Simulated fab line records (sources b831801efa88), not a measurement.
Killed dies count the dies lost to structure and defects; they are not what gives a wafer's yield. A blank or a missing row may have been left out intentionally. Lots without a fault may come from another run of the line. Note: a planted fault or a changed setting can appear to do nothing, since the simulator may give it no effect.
Which tool is to blame? || flow sky130 || 14 lots, 42 wafers sampled, at 3 steps of a route of 708

## WHAT THE GAUGES SHOWED, per wafer
SKY_VT_ADJUST_HVTP_CD_MEAS_07: the cd target is 380 nm.
{"lot": "L630", "measured": "day 6 02:20", "on": "cd-sem-01", "cd-nm (nm)": "375.5 375.1 378.1"}
{"lot": "L631", "measured": "day 6 08:42", "on": "cd-sem-02", "cd-nm (nm)": "380.3 379.0 378.9"}
{"lot": "L632", "measured": "day 6 18:20", "on": "cd-sem-02", "cd-nm (nm)": "382.5 382.4 381.7"}
{"lot": "L633", "measured": "day 6 23:50", "on": "cd-sem-02", "cd-nm (nm)": "378.0 376.8 378.0"}
{"lot": "L634", "measured": "day 7 05:04", "on": "cd-sem-02", "cd-nm (nm)": "378.0 378.2 378.1"}
{"lot": "L635", "measured": "day 7 10:11", "on": "cd-sem-02", "cd-nm (nm)": "375.2 373.5 377.0"}
{"lot": "L636", "measured": "day 7 18:02", "on": "cd-sem-01", "cd-nm (nm)": "380.6 375.8 379.4"}
{"lot": "L637", "measured": "day 7 22:43", "on": "cd-sem-02", "cd-nm (nm)": "377.8 377.8 380.4"}
{"lot": "L638", "measured": "day 8 02:40", "on": "cd-sem-01", "cd-nm (nm)": "377.5 376.0 372.1"}
{"lot": "L639", "measured": "day 8 07:16", "on": "cd-sem-02", "cd-nm (nm)": "378.6 378.3 379.0"}
{"lot": "L644", "measured": "day 9 15:53", "on": "cd-sem-01", "cd-nm (nm)": "381.1 382.0 381.8"}
{"lot": "L651", "measured": "day 11 17:14", "on": "cd-sem-02", "cd-nm (nm)": "384.1 383.6 382.9"}
{"lot": "L652", "measured": "day 11 23:53", "on": "cd-sem-02", "cd-nm (nm)": "374.8 378.0 376.9"}
{"lot": "L653", "measured": "day 12 05:12", "on": "cd-sem-02", "cd-nm (nm)": "379.6 382.4 384.0"}

SKY_VT_ADJUST_NCORE_OVL_MEAS_08.
{"lot": "L630", "measured": "day 8 14:35", "on": "overlay-02", "VT_ADJUST_NCORE_OVL (nm)": "-2.3 -3.3 -3.3"}
{"lot": "L631", "measured": "day 8 22:02", "on": "overlay-01", "VT_ADJUST_NCORE_OVL (nm)": "-0.4 0.3 1.1"}
{"lot": "L632", "measured": "day 9 08:01", "on": "overlay-01", "VT_ADJUST_NCORE_OVL (nm)": "-3.2 -0.8 -2.6"}
{"lot": "L633", "measured": "day 9 14:25", "on": "overlay-02", "VT_ADJUST_NCORE_OVL (nm)": "1.6 -0.3 0.7"}
{"lot": "L634", "measured": "day 9 20:01", "on": "overlay-01", "VT_ADJUST_NCORE_OVL (nm)": "0.2 0.0 0.2"}
{"lot": "L635", "measured": "day 10 01:51", "on": "overlay-01", "VT_ADJUST_NCORE_OVL (nm)": "-0.5 0.1 1.6"}
{"lot": "L636", "measured": "day 10 09:48", "on": "overlay-01", "VT_ADJUST_NCORE_OVL (nm)": "0.4 2.1 0.4"}
{"lot": "L637", "measured": "day 10 14:42", "on": "overlay-02", "VT_ADJUST_NCORE_OVL (nm)": "0.7 -0.9 -2.1"}
{"lot": "L638", "measured": "day 10 19:52", "on": "overlay-02", "VT_ADJUST_NCORE_OVL (nm)": "-0.6 -0.7 0.4"}
{"lot": "L639", "measured": "day 11 01:42", "on": "overlay-02", "VT_ADJUST_NCORE_OVL (nm)": "-0.8 -1.2 -1.1"}
{"lot": "L644", "measured": "day 12 12:43", "on": "overlay-02", "VT_ADJUST_NCORE_OVL (nm)": "0.4 -0.6 -1.3"}
{"lot": "L651", "measured": "day 14 18:09", "on": "overlay-01", "VT_ADJUST_NCORE_OVL (nm)": "1.8 3.4 0.0"}
{"lot": "L652", "measured": "day 15 00:36", "on": "overlay-01", "VT_ADJUST_NCORE_OVL (nm)": "1.3 0.8 0.6"}
{"lot": "L653", "measured": "day 15 09:15", "on": "overlay-01", "VT_ADJUST_NCORE_OVL (nm)": "2.4 0.7 0.9"}

SKY_VT_ADJUST_PCH_OVL_MEAS_07.
{"lot": "L630", "measured": "day 10 08:50", "on": "overlay-02", "VT_ADJUST_PCH_OVL (nm)": "4.0 2.2 0.6"}
{"lot": "L631", "measured": "day 10 18:49", "on": "overlay-02", "VT_ADJUST_PCH_OVL (nm)": "-0.1 0.7 1.3"}
{"lot": "L632", "measured": "day 11 04:27", "on": "overlay-01", "VT_ADJUST_PCH_OVL (nm)": "-0.7 0.7 -0.9"}
{"lot": "L633", "measured": "day 11 11:06", "on": "overlay-01", "VT_ADJUST_PCH_OVL (nm)": "2.4 0.5 3.8"}
{"lot": "L634", "measured": "day 11 17:50", "on": "overlay-02", "VT_ADJUST_PCH_OVL (nm)": "1.2 0.1 0.0"}
{"lot": "L635", "measured": "day 12 00:53", "on": "overlay-01", "VT_ADJUST_PCH_OVL (nm)": "-1.7 2.0 1.5"}
{"lot": "L636", "measured": "day 12 08:27", "on": "overlay-01", "VT_ADJUST_PCH_OVL (nm)": "0.6 0.2 -0.5"}
{"lot": "L637", "measured": "day 12 13:20", "on": "overlay-02", "VT_ADJUST_PCH_OVL (nm)": "1.8 3.2 3.0"}
{"lot": "L638", "measured": "day 12 18:36", "on": "overlay-02", "VT_ADJUST_PCH_OVL (nm)": "1.5 1.0 1.3"}
{"lot": "L639", "measured": "day 13 00:20", "on": "overlay-02", "VT_ADJUST_PCH_OVL (nm)": "3.4 1.1 2.3"}
{"lot": "L644", "measured": "day 14 12:51", "on": "overlay-01", "VT_ADJUST_PCH_OVL (nm)": "1.5 -0.9 0.1"}
{"lot": "L651", "measured": "day 17 02:29", "on": "overlay-02", "VT_ADJUST_PCH_OVL (nm)": "-0.3 1.0 1.0"}
{"lot": "L652", "measured": "day 17 08:59", "on": "overlay-01", "VT_ADJUST_PCH_OVL (nm)": "-0.6 -1.7 1.2"}
{"lot": "L653", "measured": "day 17 19:00", "on": "overlay-02", "VT_ADJUST_PCH_OVL (nm)": "-0.2 1.8 1.2"}

## WHAT TOOL EACH LOT RAN ON (gives the tool, then ch and the chambers of the sampled wafers, and finally the start)
There is no process step in the record ahead of these readings.

## WHAT THE TOOLS THEMSELVES READ (means of the sampled wafers that have a number; where no wafer has one, the mark that the record gives instead)
The record holds no such reading with a usual standard deviation.

## THE ANSWER, worked out from the rows above alone
Rule: usual is defined by the lots themselves. The widest of any qualifying gaps counts: lots, ordered by their means at a reading, are off when they make up no more than a third of the lots, leave a main group of 4 or more, and stand apart from it by 3 or more times the standard deviation of that group's means. A main group is skipped when, at the precision printed for the reading in the tables above, its means are all equal. A lot without any number at a reading at which 4 lots or more have one is off too. Where the step has rows for the other lots, those lots are counted as sound. The gauges are gone through in route order, then the tools' own readings, and for those a lot's mean is taken as printed above. The first step at which some lot is off is used, and at that step the reading that is off furthest; a lot without a number counts as furthest.
No lot is off at any reading shown: from this, nothing can be told.

## WHAT THE SIMULATOR HAD INSERTED
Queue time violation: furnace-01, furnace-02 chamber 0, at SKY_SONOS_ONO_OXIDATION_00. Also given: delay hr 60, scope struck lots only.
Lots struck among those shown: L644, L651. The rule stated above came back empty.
